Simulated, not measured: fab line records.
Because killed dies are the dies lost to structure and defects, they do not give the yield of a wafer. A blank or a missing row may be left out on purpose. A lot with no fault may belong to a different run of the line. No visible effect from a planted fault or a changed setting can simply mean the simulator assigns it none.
Struck lot and sound lot, side by side | flow gf180mcu | 20 steps out of a route of 602
Sound: these wafers, L280.1, L280.2, L280.4. Wafers struck: L293.2, L293.4, L293.6. Last of all comes the cause.
Per side, at each step with rows, come the tool, then ch with its chambers, and then its first start. Under that, the readings that differ: sound wafers | struck wafers | difference of the means | sigmas: that difference in standard deviations of wafers without a fault.
alike: readings whose means differ by less than 2 such deviations, and words and numbers that are the same on both sides. not compared: withheld readings, readings that some wafer has no value for, bounds like >300 that may hide the same value, and numbers for which the record gives no deviation and whose values overlap.
Wherever a step has rows on one side only, a row that says differs or no value, or a row with sigmas, the two part there. Numbers that have no deviation but don't overlap get no sigmas and don't part them. A reading that every wafer of one side lacks parts them only if that side has two wafers or more.

first, 1 step without rows for these wafers: GF_V5_CVD_00 (deposits SiO2, target thk 300 nm, time 50 s).
GF_V5_THK_MEAS_01:
  sound on film-metro-03, day 26 19:13; struck on film-metro-02, day 30 18:26
  alike: V5_CVD_00_THK
GF_V5_CVD_02: deposits SiO2 from TEOS, target thk 1450 nm, time 163.28 s.
  sound on pecvd-02 ch 0,1, day 26 19:16; struck on pecvd-03 ch 0,1, day 30 18:29
  alike: heater-power-w, susceptor-temp-C
GF_V5_THK_MEAS_03:
  sound on film-metro-01, day 26 19:23; struck on film-metro-01, day 30 18:35
  alike: V5_CVD_02_THK
GF_V5_CMP_04: polishes SiO2.
  sound on cmp-02 ch 1,2,3, day 26 19:29; struck on cmp-01 ch 2,3, day 30 18:41
  alike: motor-current-A
GF_V5_BOW_MEAS_05:
  sound on film-metro-02, day 26 19:44; struck on film-metro-02, day 30 19:01
  alike: V5_BOW
then, 6 steps without rows for these wafers: GF_V5_DEHYDRATE_06 (time 60 s); GF_V5_HMDS_07 (prime time 60 s); GF_V5_COAT_08; GF_V5_COAT_09 (resist thk 1000 nm); GF_V5_SOFTBAKE_10 (time 60 s); GF_V5_EXPOSE_11 (exposes mask Via5, target cd 260 nm).
GF_V5_PEB_12: peb time 86.29 s.
  sound on litho-track-04 ch 0, day 27 15:35; struck on litho-track-04 ch 0, day 31 12:19
  reading                  | sound                | struck               | difference | sigmas
  heater-power-total-W (W) | 86.77 86.88 86.80    | 88.73 88.77 88.65    | +1.90      | +36
  plate-temp-C (C)         | 134.91 135.00 135.00 | 137.42 137.22 137.33 | +2.35      | +18
then, 1 step without rows for these wafers: GF_V5_DEVELOP_13 (develop time 60 s).
GF_V5_CD_MEAS_14 targets a cd of 260 nm.
  sound on cd-sem-01, day 27 15:56; struck on cd-sem-02, day 31 12:39
  reading    | sound             | struck            | difference | sigmas
  cd-nm (nm) | 259.0 259.2 259.4 | 266.5 267.2 267.1 | +7.7       | +6
GF_V5_OVL_MEAS_15:
  sound on overlay-02, day 27 16:03; struck on overlay-02, day 31 12:46
  alike: V5_OVL
GF_V5_ETCH_16: etches BARC in N2/H2.
  sound on rie-diel-01 ch 1,2,3, day 27 16:05; struck on rie-diel-04 ch 1,2, day 31 12:47
  reading             | sound           | struck            | difference | sigmas
  model.V5.cd-nm (nm) | 259.6 259 260.5 | 266.1 267.6 266.7 | +7.1       |
  alike: drypump-motor-current-A, oes-product-au, throttle-valve-pct
GF_V5_ETCH_17: etches SiO2 in C4F8/O2/Ar, stops on TiN, target depth 855 nm.
  sound on rie-diel-01 ch 1,2,3; struck on rie-diel-04 ch 1,2
  reading             | sound             | struck            | difference | sigmas
  model.V5.cd-nm (nm) | 258.9 259.2 260.1 | 265.6 267.6 266.8 | +7.3       |
  alike: oes-product-au
GF_V5_STRIP_18: strips in O2/N2.
  sound on plasma-asher-03 ch 0,1, day 27 16:14; struck on plasma-asher-02 ch 0,1, day 31 12:56
  alike: drypump-motor-current-A, heater-power-w, oes-product-au
  not compared: rf-hours-counter-h
GF_PASSIVATION_PROBE_99:
  only the struck wafers here have rows in the record (prober-02, day 33 03:02); the sound ones have none

== WHERE THEY PART ==
At GF_V5_PEB_12 first; at GF_PASSIVATION_PROBE_99 last (within this record only).

WHY: what the simulator had put in
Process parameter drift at GF_V5_PEB_12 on litho-track-04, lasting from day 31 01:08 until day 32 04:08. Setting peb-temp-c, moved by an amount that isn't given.
